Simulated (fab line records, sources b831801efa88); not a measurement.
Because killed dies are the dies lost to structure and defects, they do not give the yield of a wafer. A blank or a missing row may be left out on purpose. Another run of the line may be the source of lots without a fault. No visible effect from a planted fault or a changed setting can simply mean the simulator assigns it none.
A struck lot beside a sound one	flow sky130	31 out of 708 route steps
Sound: these wafers, L651.1, L651.5, L651.6. The struck wafers were L660.1, L660.3, L660.5. At the end, the cause is stated.
Order at every step that has rows: each side's tool, ch and its chambers, its first start. Under that, the readings that differ: sound wafers	struck wafers	difference of the means	sigmas: that difference in standard deviations of wafers without a fault.
alike: readings with means less than 2 such deviations apart, plus words and numbers identical on both sides. not compared: withheld readings, readings lacking a value on some wafer, bounds such as >300 that could conceal the same value, and numbers that have no deviation in the record and whose values overlap.
Wherever a step has rows on one side only, a row that says differs or no value, or a row with sigmas, the two part there. When numbers do not overlap yet have no deviation, they are printed without sigmas and do not part them. A reading that every wafer of one side lacks parts them only if that side has two wafers or more.

SKY_LI_CONTACT_OVL_MEAS_13:
  sound on overlay-01 at day 31 10:03; struck on overlay-02 at day 34 02:06
  alike: LI_CONTACT_OVL
SKY_LI_CONTACT_ETCH_14: etches BARC in N2/H2, stops on SiO2, time 45.9 s, target depth 60 nm.
  sound on rie diel-04 ch 1,2,3, day 31 10:05; struck on rie diel-04 ch 1,2,3, day 34 02:08
  alike: drypump motor current A, oes product au, throttle valve pct
  not compared: rf hours counter h
then, 1 step without rows for these wafers: SKY_LI_CONTACT_ETCH_15 (etches PSG in C4F8/O2/Ar, stops on Si, target depth 600 nm).
SKY_LI_CONTACT_STRIP_16: strips in O2/N2.
  sound on plasma asher-03 ch 0,1, day 31 10:13; struck on plasma asher-01 ch 0,1, day 34 02:16
  alike: drypump motor current A, oes product au, strip time to endpoint s
  not compared: rf hours counter h
then, 4 steps without rows for these wafers: SKY_LI_CONTACT_CLEAN_17 (cleans in NMP, time 600 s); SKY_LI_CONTACT_PRE_CLEAN_18 (time 5.6 s); SKY_LI_CONTACT_SPUTTER_19 (material Ti, target thk 20 nm, time 106.37 s); SKY_LI_CONTACT_SPUTTER_20 (material TiN, target thk 20 nm, time 80 s).
SKY_LI_CONTACT_CVD_21: deposits W, target thk 400 nm, time 120.56 s.
  sound on cvd w-01 ch 0,1, day 31 10:38; struck on cvd w-02 ch 0,1, day 34 02:41
  alike: heater power outer w, heater power w
SKY_LI_CONTACT_RS_MEAS_22: the measuring method here is four-point-probe.
  sound on film metro-02 at day 31 10:46; struck on film metro-01 at day 34 02:49
  alike: LI_CONTACT_W_RS
SKY_LI_CONTACT_THK_MEAS_23: measures by xrf.
  sound on film metro-02 at day 31 10:53; struck on film metro-01 at day 34 02:56
  alike: LI_CONTACT_W_THK
SKY_LI_CONTACT_CMP_24: polishes, stops on PSG, t overpolish 20 s, target thk 0 nm.
  sound on cmp-01 ch 0,1,2, day 31 11:06; struck on cmp-01 ch 1,2,3, day 34 03:00
  alike: motor current A, overpolish run s, slurry filter dp kPa, time to endpoint s
SKY_LOCAL_INTERCONNECT_SPUTTER_00: material TiN, target thk 100 nm, time 83.3 s.
  sound on pvd sputter-03 at day 31 11:15; struck on pvd sputter-01 at day 34 03:18
reading	sound	struck	difference	sigmas
model.TiN_of_LOCAL_INTERCONNECT_SPUTTER_00.thk nm (nm)	98.4 98.67 98.61	79.7 80.42 80.42	-18.4	
  alike: throttle valve pct
SKY_LOCAL_INTERCONNECT_RS_MEAS_01: the measuring method here is four-point-probe.
  sound on film metro-04 at day 31 11:19; struck on film metro-04 at day 34 03:22
reading	sound	struck	difference	sigmas
LOCAL_INTERCONNECT_TIN_RS (ohm/sq)	14.36 14.34 14.34	17.90 17.77 17.75	+3.46	+25
SKY_LOCAL_INTERCONNECT_THK_MEAS_02: measures by xrf.
  sound on film metro-04 at day 31 11:26; struck on film metro-04 at day 34 03:29
reading	sound	struck	difference	sigmas
LOCAL_INTERCONNECT_TIN_THK (nm)	97.3 97.3 97.5	78.2 79.1 78.9	-18.6	-21
then, 8 steps without rows for these wafers: SKY_LOCAL_INTERCONNECT_DEHYDRATE_03 (time 60 s); SKY_LOCAL_INTERCONNECT_HMDS_04 (prime time 60 s); SKY_LOCAL_INTERCONNECT_COAT_05 (resist thk 60 nm); SKY_LOCAL_INTERCONNECT_COAT_06 (resist thk 450 nm); SKY_LOCAL_INTERCONNECT_SOFTBAKE_07 (time 90 s); SKY_LOCAL_INTERCONNECT_EXPOSE_08 (exposes mask LI1M, target cd 170 nm); SKY_LOCAL_INTERCONNECT_PEB_09; SKY_LOCAL_INTERCONNECT_DEVELOP_10 (develop time 60 s).
SKY_LOCAL_INTERCONNECT_CD_MEAS_11 targets a cd of 170 nm.
  sound on cd sem-02 at day 32 14:45; struck on cd sem-02 at day 35 06:08
reading	sound	struck	difference	sigmas
cd nm (nm)	171.4 172.4 171.7	168.9 168.7 168.4	-3.2	-3
SKY_LOCAL_INTERCONNECT_OVL_MEAS_12:
  sound on overlay-01 at day 32 14:52; struck on overlay-01 at day 35 06:15
reading	sound	struck	difference	sigmas
LOCAL_INTERCONNECT_OVL (nm)	-17 -21 -10	-8 0 -3	+12	+2
then, 1 step without rows for these wafers: SKY_LOCAL_INTERCONNECT_ETCH_13 (etches BARC in N2/H2, stops on SiO2, time 45.9 s, target depth 60 nm).
SKY_LOCAL_INTERCONNECT_METAL_ETCH_14: etches TiN in Cl2/BCl3, stops on PSG, target depth 110 nm, time 31.4 s.
  sound on rie metal-01 ch 0,1, day 32 14:58; struck on rie metal-01 ch 0,1, day 35 06:21
reading	sound	struck	difference	sigmas
oes product au (a.u.)	0.931 0.930 0.939	0.823 0.818 0.829	-0.110	-16
throttle valve pct (%)	21.894 21.917 21.916	21.972 21.972 21.961	+0.059	+6
  alike: drypump motor current A
  not compared: rf hours counter h
SKY_LOCAL_INTERCONNECT_STRIP_15: strips in O2/N2.
  sound on plasma asher-02 ch 0,1, day 32 15:01; struck on plasma asher-02 ch 0,1, day 35 06:24
  alike: drypump motor current A, oes product au, strip time to endpoint s
  not compared: rf hours counter h
SKY_LOCAL_INTERCONNECT_STRIP_16: strips in post etch residue remover, time 1200 s.
  sound on wet bench-04 ch 3, day 32 15:07; struck on wet bench-01 ch 1, day 35 06:30
reading	sound	struck	difference	sigmas
model.TiN_of_LOCAL_INTERCONNECT_SPUTTER_00.thk nm (nm)	97.98 98.25 98.19	79.29 80 80	-18.38	
  alike: temp c
then, 1 step without rows for these wafers: SKY_LOCAL_INTERCONNECT_CLEAN_17 (cleans in IPA, time 180 s).
-- a jump in the record: the struck wafers' starts before and after are 14 days apart (it breaks off in module LOCAL_INTERCONNECT and resumes in module PAD_OPEN, where the first step shown is number 708 of the route) --
SKY_PAD_OPEN_PROBE_99:
  sound on prober-02 at day 47 11:53; struck on prober-01 at day 49 08:38
reading	sound	struck	difference	sigmas
model.etest.res li.line ohm um	76.68 75.09 75.65	94.7 94.86 93.22	+18.5	
model.etest.res li.rs ohm sq	12.88 12.96 12.91	15.96 15.84 15.91	+2.99	
model.etest.mcon chain.rc ohm	17.06 16.79 16.73	18.5 18.9 19.14	+2.0	
  alike: killed_at_M0_to_M3, killed_at_M4_up, killed at contacts, killed at front end, killed at other, killed dies, killed open, killed short

## WHERE THEY PART
At SKY_LOCAL_INTERCONNECT_RS_MEAS_01 first; at SKY_LOCAL_INTERCONNECT_METAL_ETCH_14 last (within this record only). Later steps at which nothing parts them and some readings are alike: SKY_LOCAL_INTERCONNECT_STRIP_15, SKY_LOCAL_INTERCONNECT_STRIP_16, SKY_PAD_OPEN_PROBE_99.

WHY: whatever the simulator had introduced
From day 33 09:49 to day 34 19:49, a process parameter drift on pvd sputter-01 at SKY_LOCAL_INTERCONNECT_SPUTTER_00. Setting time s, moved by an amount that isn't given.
